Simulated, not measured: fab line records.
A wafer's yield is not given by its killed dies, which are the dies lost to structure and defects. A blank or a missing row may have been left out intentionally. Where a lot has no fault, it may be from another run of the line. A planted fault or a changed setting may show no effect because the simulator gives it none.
fab line records	flow sky130
record lots=6	wafers=18	lastDay=50
route steps=708 shown METAL2@490 PAD_OPEN@708
lots untouched by any fault: they come from a run of this same line in which no faults occurred
startH: start of the lot's first displayed wafer, in hours after the record's first day	waitH: hours from the lot's prior step to this one	" unchanged from the row above	L1.1+2: a row that stands for several wafers	- either no value or no given start	* or withheld: withheld	< > ~ a bound
route shown NAME@n: names a module that has steps shown in the file, with the first one's number in the route	usual: mean and standard deviation over wafers with no fault	same: alike in all rows	chamber/n: place in a boat	sites: readings site by site	_std_site: standard deviation of those values	_edge_site: outer sites' mean less inner sites'	radiusMm: for every site, how far away it sits from the centre of the wafer	mask NAME#n: copy n	behind: the last tool/chamber to shape the wafer	hold: why the lot was held/for how many hours/how that ended	device: transistor that didn't switch, given as n, p or np	end of line: the route-end tests of the same wafers	a step with no rows: only its recipe	killed: at the first sort, the dies lost to defects and structure; wafer yield is something else	map: a wafer's dies, x killed, . not, _ none there
set.NAME: the run value of the setting; set.NAME@STEP: its run value at that earlier step	model.NAME: the simulator's own value behind a step, which no gauge read
a table for each step, a row for each wafer; lots at some steps of the route
services: from which hour (startH, from the record's first day; less than 0 if before it) a tool's chamber was out of use, for how many hours, and why
## steps
# step SKY_METAL2_DEHYDRATE_07
# recipe tempC=200	timeS=60
# step SKY_METAL2_HMDS_08
# recipe primeTimeS=60	primeTempC=120
# step SKY_METAL2_COAT_09
# recipe resist=BARC	tempC=withheld	timeS=withheld	spinRpm=3000	resistThkNm=60
# step SKY_METAL2_COAT_10
# recipe resist=KrF-thick	spinRpm=3000	resistThkNm=450
# step SKY_METAL2_SOFTBAKE_11
# recipe tempC=100	timeS=90	resist=KrF-thick
# step SKY_METAL2_EXPOSE_12
# recipe maskId=MM2	na=0.8	sourceShape=annular	sigmaInner=0.55	sigmaOuter=0.85	targetCdNm=140	doseMj=28
# step SKY_METAL2_PEB_13
# recipe pebTempC=withheld	pebTimeS=withheld	resist=KrF-thick
# step SKY_METAL2_DEVELOP_14
# recipe developTimeS=60	resist=KrF-thick	devTempC=21
# step SKY_METAL2_CD_MEAS_15
# recipe targetCdNm=140
# usual cdNm=139.9/1.4
lot.wafer	tool	chamber	startH	waitH	cdNm
L288.3	cdSem-02	-	837.36	-	141.4
L288.4	"	-	"	"	140.2
L288.5	"	-	"	"	140.2
L290.2	cdSem-02	-	856.31	-	137.7
L290.4	"	-	"	"	137.5
L290.6	"	-	"	"	139.2
L295.1	cdSem-02	-	889.97	-	139.9
L295.3	"	-	"	"	139.9
L295.5	"	-	"	"	139.3
L298.1	cdSem-01	-	911.17	-	142.9
L298.2	"	-	"	"	142.1
L298.4	"	-	"	"	141.8
L302.1	cdSem-01	-	956.59	-	138.5
L302.5	"	-	"	"	139.5
L302.6	"	-	"	"	140.2
L305.3	cdSem-01	-	983.73	-	141.7
L305.5	"	-	"	"	141.4
L305.6	"	-	"	"	141.1
# step SKY_METAL2_OVL_MEAS_16
# usual METAL2_OVL=3/5.4
lot.wafer	tool	chamber	startH	waitH	METAL2_OVL[nm]
L288.3	overlay-01	-	837.45	0.1	10
L288.4	"	-	"	"	3
L288.5	"	-	"	"	8
L290.2	overlay-02	-	856.42	0.1	11
L290.4	"	-	"	"	14
L290.6	"	-	"	"	6
L295.1	overlay-02	-	890.09	0.1	6
L295.3	"	-	"	"	8
L295.5	"	-	"	"	0
L298.1	overlay-02	-	911.29	0.1	-1
L298.2	"	-	"	"	3
L298.4	"	-	"	"	2
L302.1	overlay-02	-	956.71	0.1	-1
L302.5	"	-	"	"	2
L302.6	"	-	"	"	13
L305.3	overlay-01	-	983.82	0.1	8
L305.5	"	-	"	"	0
L305.6	"	-	"	"	3
# step SKY_METAL2_DESCUM_17
# recipe chemistry=O2	sourcePowerW=150	biasPowerW=0	pressureMtorr=10	tempC=40	timeS=8
# usual drypumpMotorCurrentA=5.6/0.43	oesProductAu=1.008/0.012
lot.wafer	tool	chamber	startH	waitH	drypumpMotorCurrentA	oesProductAu	rfHoursCounterH
L288.3	rieMetal-04	0	837.48	0.0	5.5	1.020	-
L288.4	"	1	"	"	5.9	1.010	-
L288.5	"	1	"	"	5.9	1.015	-
L290.2	rieMetal-02	0	856.45	0.0	6.2	1.025	18
L290.4	"	1	"	"	4.9	0.997	-
L290.6	"	0	"	"	6.2	1.020	-
L295.1	rieMetal-04	1	890.12	0.0	5.9	1.015	13
L295.3	"	1	"	"	5.9	1.013	-
L295.5	"	0	"	"	5.5	1.013	-
L298.1	rieMetal-04	0	911.32	0.0	5.5	1.012	7
L298.2	"	1	"	"	5.9	1.014	14
L298.4	"	1	"	"	5.9	1.012	-
L302.1	rieMetal-02	1	956.75	0.0	4.9	0.990	1
L302.5	"	0	"	"	6.2	1.001	-
L302.6	"	1	"	"	4.8	0.992	-
L305.3	rieMetal-02	1	983.86	0.0	4.8	0.983	-
L305.5	"	1	"	"	4.8	0.981	-
L305.6	"	0	"	"	6.2	0.998	-
# step SKY_METAL2_ETCH_18
# recipe chemistry=N2/H2	target=BARC	ionEnergyEv=200	biasW=100	pressureMtorr=30	n2FlowSccm=100	h2FlowSccm=200	icpW=500	stopOn=SiO2	timeS=45.9	targetDepthA=600
# usual drypumpMotorCurrentA=5.6/0.43	h2FlowSccm=200.0/0.61	oesProductAu=0.854/0.0049	throttleValvePct=13.224/0.0085
lot.wafer	tool	chamber	startH	waitH	drypumpMotorCurrentA	h2FlowSccm	oesProductAu	rfHoursCounterH	throttleValvePct
L288.3	rieMetal-04	0	837.53	0.0	5.5	200.9	0.861	-	13.213
L288.4	"	1	"	"	5.9	200.4	0.862	-	13.223
L288.5	"	1	"	"	5.9	200.0	0.856	-	13.225
L290.2	rieMetal-02	0	856.48	0.0	6.2	200.1	0.853	18	13.222
L290.4	"	1	"	"	4.9	200.2	0.845	-	13.239
L290.6	"	0	"	"	6.2	198.9	0.862	-	13.226
L295.1	rieMetal-04	1	890.15	0.0	5.9	199.3	0.853	13	13.229
L295.3	"	1	"	"	6.0	200.5	0.852	-	13.239
L295.5	"	0	"	"	5.5	200.2	0.852	-	13.234
L298.1	rieMetal-04	0	911.36	0.0	5.6	200.0	0.858	7	13.221
L298.2	"	1	"	"	6.0	200.2	0.851	14	13.227
L298.4	"	1	"	"	5.9	200.0	0.849	-	13.223
L302.1	rieMetal-02	1	956.78	0.0	4.9	200.6	0.854	1	13.238
L302.5	"	0	"	"	6.2	199.4	0.854	-	13.222
L302.6	"	1	"	"	4.9	199.4	0.850	-	13.218
L305.3	rieMetal-02	1	983.90	0.0	4.9	199.3	0.853	-	13.240
L305.5	"	1	"	"	4.9	199.7	0.857	-	13.213
L305.6	"	0	"	"	6.2	200.3	0.850	-	13.227
# step SKY_METAL2_METAL_ETCH_19
# recipe targetDepthA=3600	stopOn=SiO2	overEtchFrac=0.3	timeS=78	chemistry=Cl2/BCl3	resistSidewallDeg=88	pressureMtorr=10	icpW=900	biasW=48.5	Cl2_flow_sccm=60	bcl3FlowSccm=30
# usual drypumpMotorCurrentA=5.6/0.43	oesProductAu=0.854/0.0055	throttleValvePct=22.265/0.0086
# same overEtchFrac=0.3
lot.wafer	tool	chamber	startH	waitH	drypumpMotorCurrentA	oesProductAu	rfHoursCounterH	throttleValvePct	model.KrF-thick_of_METAL2_COAT_10.thkNm	model.METAL2.cdNm	model.SiO2_of_VIA1_HDPCVD_00.thkNm
L288.3	rieMetal-04	0	837.60	0.1	5.5	0.853	-	22.268	152.9	144.1	330.2
L288.4	"	1	"	"	5.9	0.852	-	22.253	152.7	140.8	331.6
L288.5	"	1	"	"	5.9	0.855	-	22.271	153	140.7	332.6
L290.2	rieMetal-02	0	856.54	0.0	6.2	0.866	18	22.250	149.9	136.6	331.3
L290.4	"	1	"	"	4.9	0.851	-	22.277	164.3	135.8	331.5
L290.6	"	0	"	"	6.2	0.855	-	22.264	152.1	136.3	332.2
L295.1	rieMetal-04	1	890.22	0.0	6.0	0.852	13	22.277	147.9	138.3	332.6
L295.3	"	1	"	"	6.0	0.863	-	22.263	147.8	139.6	330.9
L295.5	"	0	"	"	5.5	0.854	-	22.263	188.7	144.6	335.4
L298.1	rieMetal-04	0	911.42	0.0	5.5	0.857	7	22.254	189.5	149.1	333.7
L298.2	"	1	"	"	5.9	0.857	14	22.280	150.1	141.2	330.3
L298.4	"	1	"	"	5.9	0.846	-	22.265	149	141.5	330.3
L302.1	rieMetal-02	1	956.84	0.0	4.8	0.845	1	22.264	162.6	138.3	331.2
L302.5	"	0	"	"	6.2	0.847	-	22.266	156.7	137.2	331.7
L302.6	"	1	"	"	4.8	0.849	-	22.271	164	140.4	332.4
L305.3	rieMetal-02	1	983.97	0.1	4.8	0.859	-	22.264	163.7	140.8	331.2
L305.5	"	1	"	"	4.9	0.865	-	22.272	167.7	140.6	329.5
L305.6	"	0	"	"	6.2	0.854	-	22.256	156.9	136.8	331.8
# step SKY_METAL2_STRIP_20
# recipe chemistry=O2/N2	powerW=1400	pressureMtorr=1500	platenTempC=withheld	o2FlowSccm=3000	n2FlowSccm=300	overashFraction=0.5
# usual drypumpMotorCurrentA=5.8/0.47	oesProductAu=0.340/0.0051	stripTimeToEndpointS=2.65/0.056
lot.wafer	tool	chamber	startH	waitH	drypumpMotorCurrentA	oesProductAu	rfHoursCounterH	stripTimeToEndpointS
L288.3	plasmaAsher-01	1	837.69	0.1	5.7	0.336	-	2.61
L288.4	"	0	"	"	6.7	0.327	-	2.63
L288.5	"	1	"	"	5.7	0.339	-	2.62
L290.2	plasmaAsher-04	1	856.63	0.1	5.3	0.334	104	2.61
L290.4	"	0	"	"	5.4	0.343	-	2.76
L290.6	"	1	"	"	5.3	0.342	-	2.63
L295.1	plasmaAsher-01	1	890.31	0.1	5.7	0.339	15	2.57
L295.3	"	0	"	"	6.7	0.341	-	2.57
L295.5	"	1	"	"	5.7	0.356	-	3.02
L298.1	plasmaAsher-01	1	911.51	0.1	5.7	0.351	17	3.02
L298.2	"	0	"	"	6.7	0.328	17	2.60
L298.4	"	0	"	"	6.7	0.323	-	2.59
L302.1	plasmaAsher-04	1	956.93	0.1	5.3	0.339	114	2.74
L302.5	"	1	"	"	5.3	0.344	-	2.68
L302.6	"	0	"	"	5.3	0.346	-	2.76
L305.3	plasmaAsher-02	0	984.07	0.1	5.8	0.342	-	2.76
L305.5	"	1	"	"	5.9	0.337	-	2.79
L305.6	"	0	"	"	5.7	0.344	-	2.68
# step SKY_METAL2_STRIP_21
# recipe chemistry=postEtchResidueRemover	timeS=1200	tempC=72.5
# step SKY_PAD_OPEN_PROBE_99
# usual defectLimitedYield=82.3/2.1	killed_at_M0_to_M3=44/7.2	killed_at_M4_up=3.1/1.7	killedAtContacts=24/5.2	killedAtFrontEnd=15/4.1	killedAtOther=0.3/0.61	killedDies=87/10	killedOpen=48/7.5	killedShort=39/6.6	sort_bin_3_pad_short=0.8/0.39	sort_bin_5_function=10.4/1.7	sort_bin_6_memory=6.5/1.1	sortNPass=405/10	sortYieldPct=82.3/2.1
# same grossDies=492	killedAtBackSide=0	sort_bin_4_leakage[%]=0	sort_bin_8_speed[%]=0
lot.wafer	tool	chamber	startH	waitH	defectLimitedYield[%]	killed_at_M0_to_M3	killed_at_M4_up	killedAtContacts	killedAtFrontEnd	killedAtOther	killedDies	killedOpen	killedShort	sort_bin_3_pad_short[%]	sort_bin_5_function[%]	sort_bin_6_memory[%]	sortNPass	sortYieldPct[%]
L288.3	prober-02	-	1089.09	0.2	82.5	50	5	19	12	0	86	50	36	1.2	10.0	6.3	406	82.5
L288.4	prober-02	-	1089.14	0.2	86.4	41	2	14	9	1	67	34	33	0.6	7.5	5.5	425	86.4
L288.5	prober-02	-	1089.19	0.2	81.3	49	4	26	13	0	92	51	41	0.8	11.2	6.7	400	81.3
L290.2	prober-02	-	1105.03	0.1	84.1	39	1	21	17	0	78	49	29	0.4	8.5	6.9	414	84.1
L290.4	prober-02	-	1105.13	0.2	86.8	30	2	17	16	0	65	40	25	0.2	7.1	5.9	427	86.8
L290.6	prober-02	-	1105.23	0.2	79.7	42	4	32	22	0	100	49	51	0.4	11.6	8.3	392	79.7
L295.1	prober-01	-	1129.23	0.1	82.7	47	3	21	14	0	85	48	37	0.8	10.2	6.3	407	82.7
L295.3	prober-01	-	1129.33	0.2	86.2	33	1	19	15	0	68	37	31	0.4	7.7	5.7	424	86.2
L295.5	prober-01	-	1129.43	0.2	83.1	40	1	29	13	0	83	56	27	0.2	10.2	6.5	409	83.1
L298.1	prober-02	-	1145.78	0.1	84.1	45	4	20	8	1	78	47	31	0.6	9.3	5.9	414	84.1
L298.2	prober-02	-	1145.83	0.1	79.3	44	2	30	26	0	102	58	44	0.8	10.4	9.6	390	79.3
L298.4	prober-02	-	1145.93	0.2	82.3	39	2	27	19	0	87	38	49	1.2	11.0	5.5	405	82.3
L302.1	prober-02	-	1179.12	0.1	83.5	37	3	25	16	0	81	46	35	0.6	9.6	6.3	411	83.5
L302.5	prober-02	-	1179.32	0.2	82.1	42	1	24	21	0	88	46	42	0.8	12.2	4.9	404	82.1
L302.6	prober-02	-	1179.37	0.2	81.1	55	4	15	19	0	93	54	39	1.2	9.8	7.9	399	81.1
L305.3	prober-02	-	1196.84	0.2	82.5	38	6	34	8	0	86	45	41	1.0	9.6	6.9	406	82.5
L305.5	prober-02	-	1196.94	0.2	83.3	40	4	24	14	0	82	52	30	0.2	10.0	6.5	410	83.3
L305.6	prober-02	-	1196.99	0.2	82.1	46	1	26	15	0	88	47	41	1.0	11.8	5.1	404	82.1
# killed by level:class
L288.3 METAL2:geometricParticle:short=13 VIA2:geometricParticle:open=11 VIA1:geometricParticle:open=8 CONTACT:geometricParticle:open=7 LI_CONTACT:geometricParticle:open=5 FIELD_ISO:geometricParticle:open=4 METAL1:geometricParticle:short=4 POLY_GATE:geometricParticle:open=3
L288.4 VIA1:geometricParticle:open=8 VIA2:geometricParticle:short=7 VIA2:geometricParticle:open=5 LI_CONTACT:geometricParticle:open=5 METAL1:geometricParticle:short=5 CONTACT:geometricParticle:open=4 METAL3:geometricParticle:short=4 FIELD_ISO:geometricParticle:short=3
L288.5 VIA2:geometricParticle:open=14 CONTACT:geometricParticle:open=10 VIA1:geometricParticle:open=8 LI_CONTACT:geometricParticle:open=6 METAL1:geometricParticle:short=6 METAL2:geometricParticle:short=6 FIELD_ISO:geometricParticle:short=5 CONTACT:geometricParticle:short=5
L290.2 VIA1:geometricParticle:open=9 VIA2:geometricParticle:open=8 CONTACT:geometricParticle:open=7 VIA3:geometricParticle:open=7 FIELD_ISO:geometricParticle:open=6 LI_CONTACT:geometricParticle:open=6 FIELD_ISO:geometricParticle:short=4 CONTACT:geometricParticle:short=4
L290.4 VIA1:geometricParticle:open=10 CONTACT:geometricParticle:open=6 FIELD_ISO:geometricParticle:short=5 VIA2:geometricParticle:open=5 FIELD_ISO:geometricParticle:open=4 LI_CONTACT:geometricParticle:open=4 CONTACT:geometricParticle:short=4 POLY_CUT:geometricParticle:open=3
L290.6 CONTACT:geometricParticle:short=9 VIA1:geometricParticle:open=8 VIA2:geometricParticle:open=8 CONTACT:geometricParticle:open=8 METAL2:geometricParticle:short=7 FIELD_ISO:geometricParticle:open=5 POLY_GATE:geometricParticle:open=5 VIA3:geometricParticle:open=5
L295.1 VIA1:geometricParticle:open=10 VIA2:geometricParticle:open=7 CONTACT:geometricParticle:open=7 METAL2:geometricParticle:short=7 LI_CONTACT:geometricParticle:open=6 VIA1:geometricParticle:short=6 POLY_GATE:geometricParticle:open=5 METAL1:geometricParticle:short=5
L295.3 VIA1:geometricParticle:open=8 METAL1:geometricParticle:short=8 LI_CONTACT:geometricParticle:open=7 FIELD_ISO:geometricParticle:short=4 VIA3:geometricParticle:open=4 FIELD_ISO:geometricParticle:open=3 LOCAL_INTERCONNECT:geometricParticle:short=3 LI_CONTACT:geometricParticle:short=3
L295.5 LI_CONTACT:geometricParticle:open=10 CONTACT:geometricParticle:open=10 VIA3:geometricParticle:open=9 VIA1:geometricParticle:open=8 LI_CONTACT:geometricParticle:short=6 METAL1:geometricParticle:short=6 POLY_GATE:geometricParticle:open=5 FIELD_ISO:geometricParticle:open=4
L298.1 VIA1:geometricParticle:open=15 CONTACT:geometricParticle:open=11 VIA3:geometricParticle:open=6 VIA2:geometricParticle:open=5 VIA3:geometricParticle:short=5 VIA1:geometricParticle:short=4 POLY_GATE:geometricParticle:short=3 LI_CONTACT:geometricParticle:open=3
L298.2 VIA1:geometricParticle:open=11 CONTACT:geometricParticle:open=8 FIELD_ISO:geometricParticle:open=7 LI_CONTACT:geometricParticle:open=7 VIA2:geometricParticle:open=7 VIA3:geometricParticle:open=7 POLY_GATE:geometricParticle:open=6 POLY_GATE:geometricParticle:short=6
L298.4 CONTACT:geometricParticle:open=9 CONTACT:geometricParticle:short=7 METAL1:geometricParticle:short=7 METAL2:geometricParticle:short=7 VIA1:geometricParticle:open=6 POLY_GATE:geometricParticle:open=5 LI_CONTACT:geometricParticle:open=5 FIELD_ISO:geometricParticle:open=4
L302.1 CONTACT:geometricParticle:open=11 VIA1:geometricParticle:open=10 METAL1:geometricParticle:short=6 VIA2:geometricParticle:open=5 FIELD_ISO:geometricParticle:open=4 LI_CONTACT:geometricParticle:open=4 VIA2:geometricParticle:short=4 VIA3:geometricParticle:open=4
L302.5 CONTACT:geometricParticle:open=12 VIA2:geometricParticle:open=9 METAL1:geometricParticle:short=7 POLY_GATE:geometricParticle:short=6 LI_CONTACT:geometricParticle:open=5 LOCAL_INTERCONNECT:geometricParticle:short=5 VIA1:geometricParticle:short=5 METAL2:geometricParticle:short=5
L302.6 METAL1:geometricParticle:short=12 VIA3:geometricParticle:open=11 VIA1:geometricParticle:open=9 VIA2:geometricParticle:open=8 CONTACT:geometricParticle:open=7 METAL2:geometricParticle:short=7 FIELD_ISO:geometricParticle:open=4 POLY_GATE:geometricParticle:short=4
L305.3 CONTACT:geometricParticle:open=14 CONTACT:geometricParticle:short=8 VIA3:geometricParticle:open=7 LI_CONTACT:geometricParticle:open=6 METAL1:geometricParticle:short=6 VIA2:geometricParticle:open=6 LOCAL_INTERCONNECT:geometricParticle:short=5 METAL2:geometricParticle:short=5
L305.5 VIA3:geometricParticle:open=11 CONTACT:geometricParticle:open=8 LI_CONTACT:geometricParticle:open=7 VIA2:geometricParticle:open=6 VIA1:geometricParticle:open=5 FIELD_ISO:geometricParticle:open=4 LOCAL_INTERCONNECT:geometricParticle:short=4 METAL1:geometricParticle:short=4
L305.6 CONTACT:geometricParticle:open=10 METAL2:geometricParticle:short=10 VIA2:geometricParticle:open=10 VIA1:geometricParticle:open=8 FIELD_ISO:geometricParticle:open=6 LOCAL_INTERCONNECT:geometricParticle:short=5 CONTACT:geometricParticle:short=5 VIA3:geometricParticle:open=5
## services
tool	chamber	startH	hours	kind
rieMetal-04	-	884.22	2.8	pm
rieMetal-02	0	901.22	-	clean
rieMetal-02	0	901.22	19.3	scheduledDown
rieMetal-02	0	901.22	19.3	ventCycle
rieMetal-02	1	922.62	-	clean
rieMetal-02	1	922.62	18.3	scheduledDown
rieMetal-02	1	922.62	18.3	ventCycle
plasmaAsher-04	-	932.23	0.7	repair
## key
firstSign step=SKY_METAL2_STRIP_20	reading=stripTimeToEndpointS	direction=up	sigmas=6.7	usual=*	struck=*
effect step=SKY_METAL2_STRIP_20	reading=oesProductAu	direction=up	sigmas=2.6	usual=0.340	struck=0.354
modelEffect step=SKY_METAL2_METAL_ETCH_19	value=KrF-thick_of_METAL2_COAT_10.thkNm	without=150.6	struck=189.1
metAt SKY_METAL2_METAL_ETCH_19
struckWafers L295.5,L298.1
onsetBetween 837.60 890.22
fault kind=processParameterDrift	tool=rieMetal-04	chamber=0	onsetH=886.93	steps=SKY_METAL2_METAL_ETCH_19	channel=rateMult	offset=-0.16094	shape=step	endH=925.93
